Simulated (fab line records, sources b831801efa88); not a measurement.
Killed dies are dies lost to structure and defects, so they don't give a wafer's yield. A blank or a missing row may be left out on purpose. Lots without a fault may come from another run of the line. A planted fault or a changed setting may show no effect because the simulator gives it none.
fab line records | flow sky130
record lots=12 wafers=36 last_day=50
route steps=708 shown VT_ADJUST_NCORE@127 VT_ADJUST_HVTR@139 GATE_OXIDE@188 RES_PROTECT@215 PAD_OPEN@708
lots that met no fault: from a run of the same line without faults
start_h: hours from the record's first day to the start of the lot's first wafer shown | wait_h: hours since the lot's step before | " the same as in the row above | L1.1+2: a row that stands for several wafers | - no value, or no start given | * or withheld: withheld | < > ~ a bound
route shown NAME@n: a module of which the file shows steps, and the number in the route of the first | usual: mean/standard deviation of fault-free wafers | same: alike in all rows | chamber/n: place in a boat | sites: the reading at each site | _std_site: their standard deviation | _edge_site: outer sites' mean less inner sites' | radius_mm: how far each site lies from the wafer's centre | mask NAME#n: copy n | behind: the tool/chamber that last shaped the wafer | hold: why the lot was held/for how many hours/how that ended | device: the transistor (n, p or np) that didn't switch | end of line: the same wafers' tests at the end of the route | a step without rows: its recipe alone | killed: dies lost to structure and defects at the first sort, not the wafer's yield | map: a wafer's dies, x killed, . not, _ none there
set.NAME: the setting as run; set.NAME@STEP: as run at that earlier step | model.NAME: the simulator's own value behind a step, which no gauge read
steps of the route over a sample of lots; a table a step, a row a wafer
services: from which hour (start_h, from the record's first day; less than 0 if before it) a tool's chamber was out of use, for how many hours, and why
## steps
# step SKY_VT_ADJUST_NCORE_OVL_MEAS_08
# usual VT_ADJUST_NCORE_OVL=-0.5/1.5
# columns lot.wafer tool chamber start_h wait_h VT_ADJUST_NCORE_OVL[nm]
L553.2 overlay-02 - 188.84 0.1 -0.8
L553.3 " - " " -1.6
L553.4 " - " " -0.7
L554.1 overlay-02 - 195.44 0.1 -0.1
L554.4 " - " " -0.8
L554.5 " - " " -1.0
L557.1 overlay-01 - 221.29 0.1 -2.4
L557.2 " - " " -0.1
L557.6 " - " " -0.9
L558.3 overlay-01 - 223.92 0.1 -0.5
L558.5 " - " " -2.5
L558.6 " - " " -3.6
L559.2 overlay-02 - 238.01 0.1 0.0
L559.5 " - " " 0.0
L559.6 " - " " -1.4
L561.1 overlay-01 - 244.76 0.1 -1.4
L561.2 " - " " -1.5
L561.5 " - " " 0.8
L563.1 overlay-01 - 263.49 0.1 -1.5
L563.3 " - " " 0.5
L563.4 " - " " -0.8
L567.1 overlay-02 - 291.96 0.1 -0.9
L567.3 " - " " -0.7
L567.6 " - " " -0.8
L568.4 overlay-02 - 298.21 0.1 -0.3
L568.5 " - " " 0.1
L568.6 " - " " -1.2
L571.3 overlay-02 - 321.17 0.1 0.5
L571.4 " - " " -0.6
L571.5 " - " " 0.0
L574.2 overlay-01 - 342.69 0.1 1.7
L574.3 " - " " 0.3
L574.5 " - " " 2.0
L575.1 overlay-01 - 350.64 0.1 -3.3
L575.5 " - " " -0.6
L575.6 " - " " -2.1
# step SKY_VT_ADJUST_HVTR_OVL_MEAS_08
# usual VT_ADJUST_HVTR_OVL=-1.2/1.2
# columns lot.wafer tool chamber start_h wait_h VT_ADJUST_HVTR_OVL[nm]
L553.2 overlay-01 - 210.52 0.1 -1.1
L553.3 " - " " -2.8
L553.4 " - " " -0.3
L554.1 overlay-02 - 217.79 0.1 -1.3
L554.4 " - " " -1.3
L554.5 " - " " -0.6
L557.1 overlay-02 - 244.44 0.1 0.2
L557.2 " - " " 1.2
L557.6 " - " " -0.3
L558.3 overlay-01 - 247.17 0.1 -1.7
L558.5 " - " " -0.7
L558.6 " - " " -0.7
L559.2 overlay-01 - 261.87 0.1 -1.1
L559.5 " - " " -2.1
L559.6 " - " " -0.8
L561.1 overlay-02 - 269.26 0.1 -1.0
L561.2 " - " " -1.8
L561.5 " - " " -2.0
L563.1 overlay-02 - 288.96 0.1 -2.0
L563.3 " - " " -3.5
L563.4 " - " " -1.3
L567.1 overlay-02 - 317.26 0.1 -0.4
L567.3 " - " " 0.4
L567.6 " - " " 0.4
L568.4 overlay-02 - 324.37 0.1 -1.5
L568.5 " - " " -1.8
L568.6 " - " " -1.0
L571.3 overlay-02 - 348.05 0.1 -3.4
L571.4 " - " " -3.9
L571.5 " - " " -3.6
L574.2 overlay-02 - 369.56 0.1 -0.3
L574.3 " - " " -2.3
L574.5 " - " " -2.3
L575.1 overlay-02 - 378.78 0.1 -0.2
L575.5 " - " " -1.2
L575.6 " - " " -0.8
# step SKY_GATE_OXIDE_OXIDATION_01
# recipe temp_c=900 ambient=O2 stabilise_s=600 purge_s=300 target_thk_a=102.68 ox_time_s=1473
# usual spike_tc_bottom_C=915.9/2.4 spike_tc_centre_C=900.9/1.1 spike_tc_lower_C=900.8/1.1 spike_tc_upper_C=898.7/1 tube_center_temp_C=900/0.077 tube_center_temp_C_max=902.3/0.4
# same stabilise_s=600
# columns lot.wafer tool chamber start_h wait_h spike_tc_bottom_C spike_tc_centre_C spike_tc_lower_C spike_tc_upper_C tube_center_temp_C tube_center_temp_C_max
L553.2 furnace-01 0 289.02 2.0 914.6 900.7 898.7 900.2 899.97 902.0
L553.3 " 0 " " 915.0 901.3 900.5 900.3 900.07 902.9
L553.4 " 0 " " 916.1 900.6 899.2 898.9 899.91 902.5
L554.1 furnace-01 0 297.25 0.6 915.3 900.7 901.7 897.7 900.02 901.9
L554.4 " 0 " " 914.1 900.9 899.8 898.0 900.02 902.3
L554.5 " 0 " " 913.4 902.4 901.0 898.6 899.91 901.7
L557.1 furnace-01 0 330.33 4.3 915.0 902.3 901.5 899.9 900.07 901.9
L557.2 " 0 " " 914.4 899.6 901.6 898.6 900.05 902.1
L557.6 " 0 " " 911.7 900.4 899.8 898.9 900.06 902.8
L558.3 furnace-01 0 330.33 0.6 915.0 900.9 900.9 898.4 900.04 901.9
L558.5 " 0 " " 916.0 901.2 901.6 898.8 900.17 902.7
L558.6 " 0 " " 914.5 902.1 900.8 898.5 899.81 901.6
L559.2 furnace-01 0 352.63 6.3 914.1 900.9 901.1 899.0 899.96 902.7
L559.5 " 0 " " 914.3 903.4 900.5 898.5 899.97 902.4
L559.6 " 0 " " 914.1 900.4 899.5 898.0 900.06 902.3
L561.1 furnace-01 0 360.99 6.1 914.2 901.3 901.7 896.5 900.02 902.4
L561.2 " 0 " " 914.5 901.7 898.7 897.9 899.86 902.4
L561.5 " 0 " " 913.2 901.8 900.4 899.9 899.98 903.2
L563.1 furnace-01 0 384.68 8.9 915.2 900.1 899.2 898.4 900.01 902.4
L563.3 " 0 " " 914.7 900.7 900.9 898.3 899.86 902.7
L563.4 " 0 " " 914.5 901.2 901.8 899.1 900.02 903.2
L567.1 furnace-01 0 414.47 3.1 908.1 895.8 894.9 895.0 895.02 897.3
L567.3 " 0 " " 908.6 897.6 895.5 893.6 894.99 897.2
L567.6 " 0 " " 909.0 896.0 895.2 893.5 895.11 897.3
L568.4 furnace-01 0 420.08 0.7 908.8 895.3 896.7 893.0 895.08 897.4
L568.5 " 0 " " 908.0 893.4 897.4 893.2 895.12 897.7
L568.6 " 0 " " 910.0 896.4 894.8 894.9 894.99 896.9
L571.3 furnace-02 0 444.25 0.0 919.9 900.1 901.8 899.1 899.98 901.4
L571.4 " 0 " " 919.1 900.0 902.3 899.0 900.03 901.9
L571.5 " 0 " " 922.2 900.8 901.0 900.1 899.97 901.7
L574.2 furnace-02 0 467.86 1.3 920.3 900.7 903.5 897.6 900 901.8
L574.3 " 0 " " 917.6 900.3 901.0 898.8 899.95 902.2
L574.5 " 0 " " 919.8 898.4 901.4 898.6 899.98 902.1
L575.1 furnace-02 0 472.64 0.0 918.2 899.8 901.9 898.1 899.99 902.2
L575.5 " 0 " " 918.8 899.7 903.4 899.3 900.14 901.9
L575.6 " 0 " " 920.4 899.4 899.9 899.4 900.05 902.3
# step SKY_GATE_OXIDE_THK_MEAS_02
# recipe reads=SiO2_of_GATE_OXIDE_OXIDATION_01
# usual GATE_OXIDE_OXIDATION_00_THK=10.21/0.19
# columns lot.wafer tool chamber start_h wait_h GATE_OXIDE_OXIDATION_00_THK[nm]
L553.2 film_metro-02 - 290.44 0.0 10.17
L553.3 " - " " 10.24
L553.4 " - " " 10.25
L554.1 film_metro-01 - 298.66 0.0 10.47
L554.4 " - " " 10.32
L554.5 " - " " 10.42
L557.1 film_metro-04 - 331.74 0.0 10.30
L557.2 " - " " 10.43
L557.6 " - " " 10.47
L558.3 film_metro-01 - 331.76 0.0 9.87
L558.5 " - " " 10.17
L558.6 " - " " 9.75
L559.2 film_metro-01 - 354.05 0.0 10.40
L559.5 " - " " 10.29
L559.6 " - " " 10.16
L561.1 film_metro-01 - 362.40 0.0 10.15
L561.2 " - " " 10.22
L561.5 " - " " 10.11
L563.1 film_metro-04 - 386.09 0.0 10.26
L563.3 " - " " 10.19
L563.4 " - " " 10.30
L567.1 film_metro-04 - 415.88 0.0 9.52
L567.3 " - " " 9.28
L567.6 " - " " 9.47
L568.4 film_metro-01 - 421.52 0.0 9.74
L568.5 " - " " 9.83
L568.6 " - " " 9.89
L571.3 film_metro-04 - 445.67 0.0 10.21
L571.4 " - " " 10.32
L571.5 " - " " 10.10
L574.2 film_metro-02 - 469.28 0.0 10.08
L574.3 " - " " 10.24
L574.5 " - " " 10.35
L575.1 film_metro-01 - 474.05 0.0 10.19
L575.5 " - " " 10.36
L575.6 " - " " 10.15
# step SKY_RES_PROTECT_TW_MEAS_08
# usual POLY_GATE_TW=4023/37
# columns lot.wafer tool chamber start_h wait_h POLY_GATE_TW
L553.2 film_metro-02 - 347.40 0.1 4004
L553.3 " - " " 4016
L553.4 " - " " 4018
L554.1 film_metro-02 - 356.34 0.1 4029
L554.4 " - " " 3990
L554.5 " - " " 3999
L557.1 film_metro-03 - 389.74 0.1 4082
L557.2 " - " " 4083
L557.6 " - " " 4086
L558.3 film_metro-02 - 390.31 0.1 3962
L558.5 " - " " 4000
L558.6 " - " " 3967
L559.2 film_metro-01 - 421.15 0.1 4041
L559.5 " - " " 4023
L559.6 " - " " 4031
L561.1 film_metro-03 - 428.02 0.1 4083
L561.2 " - " " 4041
L561.5 " - " " 4037
L563.1 film_metro-02 - 450.44 0.1 4027
L563.3 " - " " 4022
L563.4 " - " " 3998
L567.1 film_metro-01 - 480.89 0.1 4013
L567.3 " - " " 4018
L567.6 " - " " 4025
L568.4 film_metro-02 - 486.30 0.1 3994
L568.5 " - " " 3997
L568.6 " - " " 4011
L571.3 film_metro-01 - 512.26 0.1 4022
L571.4 " - " " 3988
L571.5 " - " " 3990
L574.2 film_metro-01 - 534.70 0.1 3986
L574.3 " - " " 4000
L574.5 " - " " 4002
L575.1 film_metro-03 - 539.24 0.1 4062
L575.5 " - " " 4072
L575.6 " - " " 4082
# step SKY_PAD_OPEN_PROBE_99
# usual killed_at_M0_to_M3=44/8.6 killed_at_M4_up=3.4/1.9 killed_at_contacts=23/5.7 killed_at_front_end=15/4.5 killed_at_other=0.4/0.62 killed_dies=86/11 killed_open=46/7.6 killed_short=39/6.3
# same gross_dies=492 killed_at_back_side=0
# columns lot.wafer tool chamber start_h wait_h killed_at_M0_to_M3 killed_at_M4_up killed_at_contacts killed_at_front_end killed_at_other killed_dies killed_open killed_short
L553.2 prober-01 - 1089.53 0.1 39 4 29 13 0 85 47 37
L553.3 prober-01 - 1089.58 0.2 46 2 20 19 0 87 49 38
L553.4 prober-01 - 1089.63 0.2 53 3 18 9 1 84 51 33
L554.1 prober-02 - 1095.36 0.1 60 3 16 21 1 101 53 47
L554.4 prober-02 - 1095.51 0.2 42 2 28 16 1 89 52 37
L554.5 prober-02 - 1095.56 0.2 35 5 26 19 1 86 51 34
L557.1 prober-02 - 1115.99 0.1 51 6 21 13 0 91 43 48
L557.2 prober-02 - 1116.04 0.1 43 4 29 13 2 91 47 44
L557.6 prober-02 - 1116.24 0.2 33 1 30 17 0 81 43 38
L558.3 prober-02 - 1117.59 0.2 44 3 26 22 1 96 55 40
L558.5 prober-02 - 1117.69 0.2 54 3 24 23 0 104 61 43
L558.6 prober-02 - 1117.74 0.2 40 0 34 19 2 95 53 41
L559.2 prober-01 - 1138.51 0.1 39 5 24 16 0 84 44 40
L559.5 prober-01 - 1138.66 0.2 55 5 19 16 0 95 47 48
L559.6 prober-01 - 1138.71 0.2 53 2 17 16 1 89 54 35
L561.1 prober-02 - 1143.29 0.1 50 4 19 19 1 93 54 39
L561.2 prober-02 - 1143.34 0.1 45 6 15 15 0 81 43 38
L561.5 prober-02 - 1143.49 0.2 48 6 16 18 0 88 45 43
L563.1 prober-01 - 1155.74 0.1 42 5 31 13 2 93 43 48
L563.3 prober-01 - 1155.84 0.2 36 3 21 16 0 76 32 44
L563.4 prober-01 - 1155.89 0.2 48 1 27 17 1 94 58 35
L568.4 prober-02 - 1175.28 0.2 45 2 18 11 0 76 36 40
L568.5 prober-02 - 1175.33 0.2 46 4 18 16 1 85 46 38
L568.6 prober-02 - 1175.38 0.2 38 5 20 10 0 73 39 34
L567.1 prober-01 - 1176.64 0.1 40 3 19 18 0 80 47 33
L567.3 prober-01 - 1176.74 0.2 36 5 19 18 0 78 35 43
L567.6 prober-01 - 1176.89 0.2 28 3 21 11 0 63 38 25
L571.3 prober-01 - 1189.44 0.2 41 5 17 8 0 71 33 37
L571.4 prober-01 - 1189.49 0.2 41 3 19 10 0 73 33 40
L571.5 prober-01 - 1189.54 0.2 39 3 21 11 0 74 43 31
L574.2 prober-02 - 1200.84 0.1 56 0 17 16 0 89 45 44
L574.3 prober-02 - 1200.89 0.2 36 3 26 17 0 82 46 36
L574.5 prober-02 - 1200.99 0.2 35 2 28 12 0 77 43 32
L575.1 prober-01 - 1201.97 0.1 39 6 22 12 0 79 42 36
L575.5 prober-01 - 1202.17 0.2 47 3 30 22 1 103 57 46
L575.6 prober-01 - 1202.22 0.2 40 2 26 16 0 84 46 38
# killed by level:class
L553.2 CONTACT:geometric_particle:open=10 VIA1:geometric_particle:open=8 VIA2:geometric_particle:open=8 LI_CONTACT:geometric_particle:open=6 LOCAL_INTERCONNECT:geometric_particle:short=6 VIA3:geometric_particle:open=6 POLY_GATE:geometric_particle:open=5 CONTACT:geometric_particle:short=5
L553.3 VIA1:geometric_particle:open=12 VIA2:geometric_particle:open=10 CONTACT:geometric_particle:open=7 METAL1:geometric_particle:short=6 POLY_GATE:geometric_particle:short=5 POLY_GATE:geometric_particle:open=5 LI_CONTACT:geometric_particle:open=5 VIA3:geometric_particle:open=5
L553.4 VIA1:geometric_particle:open=13 VIA3:geometric_particle:open=13 CONTACT:geometric_particle:open=11 VIA2:geometric_particle:open=7 VIA3:geometric_particle:short=5 POLY_GATE:geometric_particle:short=3 CONTACT:geometric_particle:short=3 METAL1:geometric_particle:short=3
L554.1 VIA1:geometric_particle:open=14 VIA2:geometric_particle:open=13 METAL2:geometric_particle:short=7 POLY_GATE:geometric_particle:open=6 POLY_GATE:geometric_particle:short=6 VIA3:geometric_particle:open=6 CONTACT:geometric_particle:open=5 METAL1:geometric_particle:short=5
L554.4 CONTACT:geometric_particle:open=9 VIA3:geometric_particle:open=9 VIA2:geometric_particle:open=8 VIA1:geometric_particle:open=8 POLY_GATE:geometric_particle:open=6 CONTACT:geometric_particle:short=6 METAL2:geometric_particle:short=5 LI_CONTACT:geometric_particle:open=4
L554.5 METAL1:geometric_particle:short=11 CONTACT:geometric_particle:open=10 LI_CONTACT:geometric_particle:open=8 VIA1:geometric_particle:open=8 POLY_GATE:geometric_particle:open=7 CONTACT:geometric_particle:short=5 VIA3:geometric_particle:open=5 POLY_GATE:geometric_particle:short=4
L557.1 VIA1:geometric_particle:open=8 METAL2:geometric_particle:short=8 CONTACT:geometric_particle:open=8 VIA1:geometric_particle:short=7 VIA3:geometric_particle:open=7 VIA2:geometric_particle:open=6 LOCAL_INTERCONNECT:geometric_particle:short=5 METAL1:geometric_particle:short=5
L557.2 VIA1:geometric_particle:open=10 CONTACT:geometric_particle:open=10 CONTACT:geometric_particle:short=8 METAL2:geometric_particle:short=7 VIA2:geometric_particle:open=6 POLY_GATE:geometric_particle:short=5 LI_CONTACT:geometric_particle:open=5 VIA1:geometric_particle:short=5
L557.6 CONTACT:geometric_particle:open=9 CONTACT:geometric_particle:short=8 VIA1:geometric_particle:open=7 LOCAL_INTERCONNECT:geometric_particle:short=6 METAL1:geometric_particle:short=6 VIA3:geometric_particle:open=6 POLY_GATE:geometric_particle:open=5 POLY_GATE:geometric_particle:short=5
L558.3 VIA1:geometric_particle:open=13 CONTACT:geometric_particle:open=12 FIELD_ISO:geometric_particle:short=7 FIELD_ISO:geometric_particle:open=6 CONTACT:geometric_particle:short=6 VIA2:geometric_particle:open=6 METAL2:geometric_particle:short=5 VIA3:geometric_particle:open=5
L558.5 CONTACT:geometric_particle:open=12 VIA1:geometric_particle:open=11 VIA2:geometric_particle:open=11 FIELD_ISO:geometric_particle:open=7 LI_CONTACT:geometric_particle:open=7 METAL1:geometric_particle:short=7 VIA1:geometric_particle:short=5 METAL2:geometric_particle:short=5
L558.6 CONTACT:geometric_particle:open=16 LI_CONTACT:geometric_particle:open=9 POLY_GATE:geometric_particle:short=8 VIA1:geometric_particle:open=7 METAL2:geometric_particle:short=7 VIA3:geometric_particle:open=7 VIA2:geometric_particle:open=7 FIELD_ISO:geometric_particle:short=6
L559.2 LI_CONTACT:geometric_particle:open=7 LOCAL_INTERCONNECT:geometric_particle:short=7 CONTACT:geometric_particle:open=6 VIA1:geometric_particle:open=6 VIA2:geometric_particle:open=6 METAL4:geometric_particle:short=5 METAL2:geometric_particle:open=5 VIA2:geometric_particle:short=5
L559.5 VIA1:geometric_particle:open=14 METAL1:geometric_particle:short=8 CONTACT:geometric_particle:open=7 METAL2:geometric_particle:short=7 VIA3:geometric_particle:open=6 METAL4:geometric_particle:short=5 METAL3:geometric_particle:short=5 FIELD_ISO:geometric_particle:open=4
L559.6 VIA1:geometric_particle:open=11 VIA2:geometric_particle:open=9 CONTACT:geometric_particle:open=9 FIELD_ISO:geometric_particle:open=6 METAL2:geometric_particle:short=6 METAL3:geometric_particle:short=6 VIA3:geometric_particle:open=6 VIA2:geometric_particle:short=5
L561.1 VIA1:geometric_particle:open=14 VIA3:geometric_particle:open=8 FIELD_ISO:geometric_particle:open=7 VIA2:geometric_particle:open=7 CONTACT:geometric_particle:open=6 METAL2:geometric_particle:short=6 LOCAL_INTERCONNECT:geometric_particle:short=5 METAL1:geometric_particle:short=5
L561.2 VIA1:geometric_particle:open=12 METAL1:geometric_particle:short=8 VIA3:geometric_particle:open=7 CONTACT:geometric_particle:open=6 FIELD_ISO:geometric_particle:open=5 LI_CONTACT:geometric_particle:open=5 VIA1:geometric_particle:short=5 METAL2:geometric_particle:short=5
L561.5 VIA2:geometric_particle:open=9 VIA1:geometric_particle:open=8 VIA3:geometric_particle:open=7 FIELD_ISO:geometric_particle:short=6 LI_CONTACT:geometric_particle:open=5 METAL1:geometric_particle:short=5 METAL4:geometric_particle:short=4 CONTACT:geometric_particle:short=4
L563.1 CONTACT:geometric_particle:open=10 LI_CONTACT:geometric_particle:open=8 LOCAL_INTERCONNECT:geometric_particle:short=8 METAL2:geometric_particle:short=8 VIA1:geometric_particle:open=7 FIELD_ISO:geometric_particle:short=5 VIA1:geometric_particle:short=5 VIA3:geometric_particle:open=5
L563.3 VIA1:geometric_particle:open=6 CONTACT:geometric_particle:open=6 FIELD_ISO:geometric_particle:short=5 POLY_GATE:geometric_particle:short=5 CONTACT:geometric_particle:short=5 METAL1:geometric_particle:short=5 VIA2:geometric_particle:open=5 FIELD_ISO:geometric_particle:open=4
L563.4 VIA1:geometric_particle:open=12 CONTACT:geometric_particle:open=12 VIA2:geometric_particle:open=8 VIA3:geometric_particle:open=8 FIELD_ISO:geometric_particle:open=6 LOCAL_INTERCONNECT:geometric_particle:short=6 LI_CONTACT:geometric_particle:open=5 METAL2:geometric_particle:short=5
L568.4 VIA1:geometric_particle:open=10 METAL2:geometric_particle:short=10 CONTACT:geometric_particle:open=8 FIELD_ISO:geometric_particle:short=5 VIA1:geometric_particle:short=5 VIA2:geometric_particle:open=5 CONTACT:geometric_particle:short=4 LI_CONTACT:geometric_particle:open=3
L568.5 VIA2:geometric_particle:open=11 LI_CONTACT:geometric_particle:open=7 VIA1:geometric_particle:open=7 VIA2:geometric_particle:short=7 FIELD_ISO:geometric_particle:short=5 METAL1:geometric_particle:short=5 VIA3:geometric_particle:open=5 POLY_GATE:geometric_particle:open=4
L568.6 VIA1:geometric_particle:open=12 LI_CONTACT:geometric_particle:open=7 METAL1:geometric_particle:short=7 VIA2:geometric_particle:open=6 LOCAL_INTERCONNECT:geometric_particle:short=5 METAL2:geometric_particle:short=4 METAL4:geometric_particle:short=4 FIELD_ISO:geometric_particle:short=3
L567.1 CONTACT:geometric_particle:open=10 VIA1:geometric_particle:open=10 VIA3:geometric_particle:open=7 METAL1:geometric_particle:short=6 POLY_GATE:geometric_particle:open=5 FIELD_ISO:geometric_particle:open=4 LI_CONTACT:geometric_particle:open=4 CONTACT:geometric_particle:short=4
L567.3 VIA1:geometric_particle:open=11 METAL1:geometric_particle:short=8 CONTACT:geometric_particle:open=6 METAL2:geometric_particle:short=6 FIELD_ISO:geometric_particle:open=5 POLY_GATE:geometric_particle:short=4 LI_CONTACT:geometric_particle:short=4 LOCAL_INTERCONNECT:geometric_particle:short=4
L567.6 CONTACT:geometric_particle:open=7 VIA1:geometric_particle:open=6 LI_CONTACT:geometric_particle:open=5 CONTACT:geometric_particle:short=4 VIA2:geometric_particle:open=4 VIA3:geometric_particle:short=4 POLY_GATE:geometric_particle:open=3 LOCAL_INTERCONNECT:geometric_particle:short=3
L571.3 VIA1:geometric_particle:short=10 VIA1:geometric_particle:open=10 CONTACT:geometric_particle:short=6 CONTACT:geometric_particle:open=5 VIA3:geometric_particle:open=4 METAL1:geometric_particle:short=4 METAL4:geometric_particle:short=4 POLY_GATE:geometric_particle:open=3
L571.4 CONTACT:geometric_particle:open=7 VIA1:geometric_particle:open=7 METAL3:geometric_particle:short=7 POLY_GATE:geometric_particle:short=5 CONTACT:geometric_particle:short=5 VIA2:geometric_particle:open=5 VIA3:geometric_particle:open=4 METAL1:geometric_particle:short=4
L571.5 VIA1:geometric_particle:open=9 VIA2:geometric_particle:open=8 FIELD_ISO:geometric_particle:open=6 CONTACT:geometric_particle:open=6 LI_CONTACT:geometric_particle:open=5 METAL2:geometric_particle:short=5 VIA3:geometric_particle:open=4 CONTACT:geometric_particle:short=4
L574.2 VIA1:geometric_particle:open=16 VIA1:geometric_particle:short=11 VIA3:geometric_particle:open=6 CONTACT:geometric_particle:open=6 METAL2:geometric_particle:short=5 METAL3:geometric_particle:short=5 VIA3:geometric_particle:short=5 FIELD_ISO:geometric_particle:short=4
L574.3 CONTACT:geometric_particle:open=14 VIA1:geometric_particle:open=9 VIA2:geometric_particle:open=7 FIELD_ISO:geometric_particle:short=5 FIELD_ISO:geometric_particle:open=5 LI_CONTACT:geometric_particle:short=4 LOCAL_INTERCONNECT:geometric_particle:short=4 METAL2:geometric_particle:short=4
L574.5 CONTACT:geometric_particle:open=12 LI_CONTACT:geometric_particle:open=9 VIA1:geometric_particle:open=7 POLY_GATE:geometric_particle:short=5 FIELD_ISO:geometric_particle:short=4 VIA3:geometric_particle:open=4 LI_CONTACT:geometric_particle:short=4 METAL1:geometric_particle:short=4
L575.1 VIA1:geometric_particle:open=11 LI_CONTACT:geometric_particle:open=8 CONTACT:geometric_particle:open=6 METAL4:geometric_particle:short=5 VIA3:geometric_particle:open=5 VIA1:geometric_particle:short=4 METAL2:geometric_particle:short=4 VIA2:geometric_particle:open=4
L575.5 VIA1:geometric_particle:open=14 CONTACT:geometric_particle:open=11 LI_CONTACT:geometric_particle:open=10 FIELD_ISO:geometric_particle:short=7 METAL1:geometric_particle:short=7 METAL2:geometric_particle:short=7 POLY_GATE:geometric_particle:short=5 FIELD_ISO:geometric_particle:open=4
L575.6 VIA1:geometric_particle:open=15 LI_CONTACT:geometric_particle:open=6 CONTACT:geometric_particle:short=6 POLY_GATE:geometric_particle:short=5 LOCAL_INTERCONNECT:geometric_particle:short=5 METAL1:geometric_particle:short=5 VIA3:geometric_particle:open=5 FIELD_ISO:geometric_particle:short=4
## services
# columns tool chamber start_h hours kind
furnace-01 - 290.43 4.1 pm
furnace-01 - 320.26 3.0 pm
furnace-01 - 397.16 11.7 pm
furnace-02 - 409.61 3.5 pm
## key
first_sign step=SKY_GATE_OXIDE_OXIDATION_01 reading=tube_center_temp_C direction=down sigmas=55 usual=* struck=*
effect step=SKY_GATE_OXIDE_OXIDATION_01 reading=tube_center_temp_C_max direction=down sigmas=13 usual=* struck=*
effect step=SKY_GATE_OXIDE_THK_MEAS_02 reading=GATE_OXIDE_OXIDATION_00_THK direction=down sigmas=3.1 usual=10.21 struck=9.62
met_at SKY_GATE_OXIDE_OXIDATION_01
struck_lots L567,L568
tester_left_out L567,L568
not_acting_at SKY_VT_ADJUST_NCORE_OVL_MEAS_08,SKY_VT_ADJUST_HVTR_OVL_MEAS_08,SKY_RES_PROTECT_TW_MEAS_08
onset_between 384.68 414.47
fault kind=process_parameter_drift tool=furnace-01 chamber=- onset_h=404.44 steps=SKY_GATE_OXIDE_OXIDATION_01 channel=temp_c offset=* shape=step end_h=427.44 acts_in=* stated=*
# tester_left_out: of these lots the tester's yield and bins aren't shown, on N5 and GAA mostly nor the transistor test; their killed dies are dies lost to structure and defects alone, not to doping, threshold or leakage, so they don't give the yield
